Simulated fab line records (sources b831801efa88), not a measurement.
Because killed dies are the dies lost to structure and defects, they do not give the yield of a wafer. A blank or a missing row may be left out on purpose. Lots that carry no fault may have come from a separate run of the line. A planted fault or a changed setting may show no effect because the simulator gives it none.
What tool caused it?	flow sky130	Sampling: 12 lots, 36 wafers, 5 of 708 route steps

## WHAT EACH GAUGE READ, for each wafer
SKY_NWELL_RS_MEAS_29: measurement is done with a four-point probe. Usual: NWELL_RS gives 624.1 ohm/sq (standard deviation 1.3).
lot	measured	on	NWELL_RS (ohm/sq)	flag
L330	day 5 09:16	filmMetro-03	624.1 624.5 623.0	
L335	day 6 11:18	filmMetro-01	624.2 625.1 623.0	
L336	day 6 16:05	filmMetro-04	626.7 624.8 624.1	
L337	day 6 22:12	filmMetro-01	624.6 625.4 624.6	
L338	day 7 03:12	filmMetro-04	624.4 625.5 626.3	
L339	day 7 13:32	filmMetro-04	626.0 624.5 624.5	
L340	day 7 22:22	filmMetro-01	624.1 622.2 624.4	
L341	day 8 01:25	filmMetro-03	625.5 624.0 624.0	
L343	day 8 13:28	filmMetro-04	639.1 639.1 639.6	OFF
L344	day 8 18:56	filmMetro-01	634.7 637.3 635.1	OFF
L349	day 10 02:06	filmMetro-03	624.0 623.9 623.9	
L351	day 10 16:55	filmMetro-03	622.8 624.4 623.8	

SKY_VT_ADJUST_LVTN_TW_MEAS_10. Usual: VT_ADJUST_LVTN_TW gives 243.3 (standard deviation 1.8).
lot	measured	on	VT_ADJUST_LVTN_TW	flag
L330	day 6 23:02	filmMetro-04	244.9 244.2 243.8	
L335	day 8 03:03	filmMetro-02	245.2 244.1 244.2	
L336	day 8 07:45	filmMetro-04	244.8 243.8 245.4	
L337	day 8 14:56	filmMetro-04	244.5 245.5 245.0	
L338	day 8 20:42	filmMetro-04	244.0 245.2 245.0	
L339	day 9 07:03	filmMetro-02	243.6 244.5 242.4	
L340	day 9 17:26	filmMetro-02	244.7 244.5 244.8	
L341	day 9 20:22	filmMetro-03	240.5 240.5 241.2	
L343	day 10 08:53	filmMetro-02	243.3 242.5 240.3	
L344	day 10 15:52	filmMetro-02	244.0 243.2 243.8	
L349	day 12 01:30	filmMetro-04	245.8 244.6 245.6	
L351	day 12 17:34	filmMetro-03	241.4 241.4 242.0	

## TOOL THAT RAN EACH LOT (tool first, then ch and the chambers of the sampled wafers, then the start)
lot	SKY_DNWELL_STRIP_08	SKY_NWELL_IMPLANT_12	SKY_VT_ADJUST_LVTN_STRIP_09
L330	plasmaAsher-04 ch 0,1, day 3 06:31	implanter-04 ch 0, day 4 15:06	plasmaAsher-03 ch 0,1, day 6 22:56
L335	plasmaAsher-02 ch 0,1, day 4 05:47	implanter-04 ch 0, day 5 16:26	plasmaAsher-04 ch 0,1, day 8 02:57
L336	plasmaAsher-02 ch 0,1, day 4 10:08	implanter-02 ch 0, day 5 21:03	plasmaAsher-03 ch 0,1, day 8 07:39
L337	plasmaAsher-03 ch 0,1, day 4 14:58	implanter-04 ch 0, day 6 02:35	plasmaAsher-03 ch 0,1, day 8 14:50
L338	plasmaAsher-02 ch 0,1, day 4 19:03	implanter-02 ch 0, day 6 07:48	plasmaAsher-03 ch 0,1, day 8 20:36
L339	plasmaAsher-04 ch 0,1, day 5 05:11	implanter-02 ch 0, day 6 16:43	plasmaAsher-02 ch 0,1, day 9 06:56
L340	plasmaAsher-02 ch 0,1, day 5 11:57	implanter-02 ch 0, day 7 01:44	plasmaAsher-04 ch 0,1, day 9 17:20
L341	plasmaAsher-04 ch 0,1, day 5 14:48	implanter-03 ch 0, day 7 04:31	plasmaAsher-02 ch 0,1, day 9 20:16
L343	plasmaAsher-04 ch 0,1, day 6 01:19	implanter-02 ch 0, day 7 16:05	plasmaAsher-03 ch 0,1, day 10 08:47
L344	plasmaAsher-02 ch 0,1, day 6 06:05	implanter-02 ch 0, day 7 21:26	plasmaAsher-02 ch 0,1, day 10 15:47
L349	plasmaAsher-04 ch 0,1, day 7 09:18	implanter-04 ch 0, day 9 02:48	plasmaAsher-03 ch 0,1, day 12 01:25
L351	plasmaAsher-02 ch 0,1, day 7 22:05	implanter-04 ch 0, day 9 17:00	plasmaAsher-03 ch 0, day 12 17:27
- SKY_DNWELL_STRIP_08: strips in O2/N2.
- SKY_NWELL_IMPLANT_12
- SKY_VT_ADJUST_LVTN_STRIP_09: strips in O2/N2.

## WHAT THE TOOLS THEMSELVES READ (means of the sampled wafers that have a number; where no wafer has one, the mark that the record gives instead)
SKY_DNWELL_STRIP_08. Usual: drypumpMotorCurrentA 5.77 A, standard deviation 0.22; oesProductAu 0.722 a.u., standard deviation 0.0041; stripTimeToEndpointS 36.92 s, standard deviation 0.097.
lot	tool	drypumpMotorCurrentA (A)	oesProductAu (a.u.)	stripTimeToEndpointS (s)	flag
L330	plasmaAsher-04	5.63	0.725	36.96	
L335	plasmaAsher-02	5.81	0.720	36.92	
L336	plasmaAsher-02	5.99	0.723	36.91	
L337	plasmaAsher-03	5.67	0.723	36.94	
L338	plasmaAsher-02	5.83	0.724	37.02	
L339	plasmaAsher-04	5.61	0.727	36.88	
L340	plasmaAsher-02	5.81	0.722	36.93	
L341	plasmaAsher-04	5.70	0.720	36.87	
L343	plasmaAsher-04	5.65	0.721	36.90	
L344	plasmaAsher-02	5.96	0.723	36.85	
L349	plasmaAsher-04	5.62	0.718	36.86	
L351	plasmaAsher-02	5.96	0.725	36.87	

SKY_NWELL_IMPLANT_12. Usual: doseIonsCm2 1.3001e+12, standard deviation 1.4e+09; faradayCurrentUA 7.32, standard deviation 0.14.
lot	tool	doseIonsCm2	faradayCurrentUA	flag
L330	implanter-04	1.3004e+12	7.37	
L335	implanter-04	1.2999e+12	7.22	
L336	implanter-02	1.2987e+12	7.33	
L337	implanter-04	1.2998e+12	7.26	
L338	implanter-02	1.2999e+12	7.22	
L339	implanter-02	1.3003e+12	7.43	
L340	implanter-02	1.2996e+12	7.31	
L341	implanter-03	1.2992e+12	7.33	
L343	implanter-02	8.5217e+11	4.79	OFF
L344	implanter-02	8.5483e+11	4.71	OFF
L349	implanter-04	1.2994e+12	7.33	
L351	implanter-04	1.2992e+12	7.31	

SKY_VT_ADJUST_LVTN_STRIP_09. Usual: drypumpMotorCurrentA 5.71 A, standard deviation 0.23; oesProductAu 0.722 a.u., standard deviation 0.0047; stripTimeToEndpointS 36.91 s, standard deviation 0.11.
lot	tool	drypumpMotorCurrentA (A)	oesProductAu (a.u.)	stripTimeToEndpointS (s)	flag
L330	plasmaAsher-03	5.54	0.725	36.96	
L335	plasmaAsher-04	5.63	0.722	36.90	
L336	plasmaAsher-03	5.68	0.724	37.03	
L337	plasmaAsher-03	5.67	0.721	36.73	
L338	plasmaAsher-03	5.53	0.726	36.88	
L339	plasmaAsher-02	5.96	0.720	36.91	
L340	plasmaAsher-04	5.62	0.723	36.83	
L341	plasmaAsher-02	5.82	0.724	36.99	
L343	plasmaAsher-03	5.68	0.719	36.99	
L344	plasmaAsher-02	5.81	0.721	36.95	
L349	plasmaAsher-03	5.55	0.718	37.02	
L351	plasmaAsher-03	5.76	0.726	37.18	

## THE ANSWER, worked out from the rows above alone
Rule: take the mean of a lot's wafers that have a number; if it is more than 3 standard deviations from the usual mean, the lot is off. A lot without any number at a reading at which 4 lots or more have one is off too. Where the step has rows for the other lots, those lots are counted as sound. The gauges are gone through in route order, then the tools' own readings, and for those a lot's mean is taken as printed above. At the first step where some lot is off, the reading lying furthest off is the one used; lots without a number count as furthest.
Off: L343, L344, seen at SKY_NWELL_RS_MEAS_29 (NWELL_RS).
A tool fits if, at a process step before that reading, it ran every lot that is off, and no sound lot after the first of them. Not tried: the gauges at SKY_NWELL_RS_MEAS_29; whatever is off there is also off at SKY_NWELL_IMPLANT_12, on other tools, and gauge error can't account for it. One fits: implanter-02 at SKY_NWELL_IMPLANT_12. A fault onset in the window from L340 (day 7 01:44, its last sound lot) to L343 (day 7 16:05, its first lot off) fits.
The tool's own readings at SKY_NWELL_IMPLANT_12 bear it out: on the lots that are off they differ by more than 5 times the standard deviation of the sound lots' means. doseIonsCm2 reads 8.5350e+11 there against 1.2996e+12 on the sound lots; faradayCurrentUA reads 4.75 there against 7.31 on the sound lots.

## WHAT THE SIMULATOR HAD PUT IN
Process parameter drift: implanter-02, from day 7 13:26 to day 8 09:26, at SKY_NWELL_IMPLANT_12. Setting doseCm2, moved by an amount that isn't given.
Struck lots among those shown: L343, L344. Same finding as the rule above.
